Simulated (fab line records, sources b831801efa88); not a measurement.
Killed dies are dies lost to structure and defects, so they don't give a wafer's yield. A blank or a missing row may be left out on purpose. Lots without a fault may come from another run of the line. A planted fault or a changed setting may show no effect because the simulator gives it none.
One fault seen from 2 desks | flow sky130 | each desk has only its own numbers; what lay behind them comes last

THE TOOL OWNER'S DESK: litho_track-04
The tool's own readings at SKY_METAL3_COAT_07 (resist thk 60 nm): means of the sampled wafers that have a number, for each lot that ran on this tool. A lot is out of limits, marked OUT, if its mean lies more than 4 standard deviations from the usual mean; the brackets give that distance.
Columns: A = spin_speed_rpm at SKY_METAL3_COAT_07, usual 3000.0 rpm
lot  | first seen here | A
L888 | day 38 08:07    | 3000.2
L893 | day 40 01:08    | 2856.3 (-65) OUT
L897 | day 41 13:20    | 2855.2 (-66) OUT
L909 | day 44 09:41    | 2997.4
This desk's finding: out of limits on L893, L897; first on L893, day 40 01:08 (spin_speed_rpm at SKY_METAL3_COAT_07). In limits: L888, L909.

THE METROLOGY DESK
What the gauges read, lot by lot, whatever tool the lot ran on: means of the sampled wafers that have a number. A lot is out of limits, marked OUT, if its mean lies more than 4 standard deviations from the usual mean; the brackets give that distance.
Columns: A = CAPM_OVL at SKY_CAPM_OVL_MEAS_12, usual 0.6 nm; B = cd_nm at SKY_METAL3_CD_MEAS_13, usual 300.3 nm; C = METAL3_OVL at SKY_METAL3_OVL_MEAS_14, usual 5 nm
lot  | first seen here | A    | B     | C
L888 | day 37 18:59    | -0.3 | 301.0 | 2
L893 | day 39 12:38    | -1.0 | 303.0 | -3
L897 | day 41 01:20    | 1.9  | 300.9 | 4
L901 | day 42 01:41    | -0.6 | 299.9 | 4
L908 | day 43 18:25    | 1.5  | 300.6 | 0
L909 | day 43 22:25    | 1.7  | 301.2 | 6
This desk's finding: nothing out of limits on any of the 6 lots.

PUT TOGETHER
The tool owner's desk could have raised an alarm at day 40 01:08, on L893, L897.
The metrology desk saw nothing out of limits.
The metrology desk has L893, L897 on record, within its limits.
Of the lots named, all ran SKY_METAL3_COAT_07 on litho_track-04.

WHAT THE SIMULATOR HAD PUT IN
Process parameter drift: litho_track-04, from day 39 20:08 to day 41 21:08, at SKY_METAL3_COAT_07. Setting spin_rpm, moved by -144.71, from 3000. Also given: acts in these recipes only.
Lots struck among those shown: L893, L897.
Hours from the fault's start to each desk's first reading out of limits: the tool owner's desk, 5.
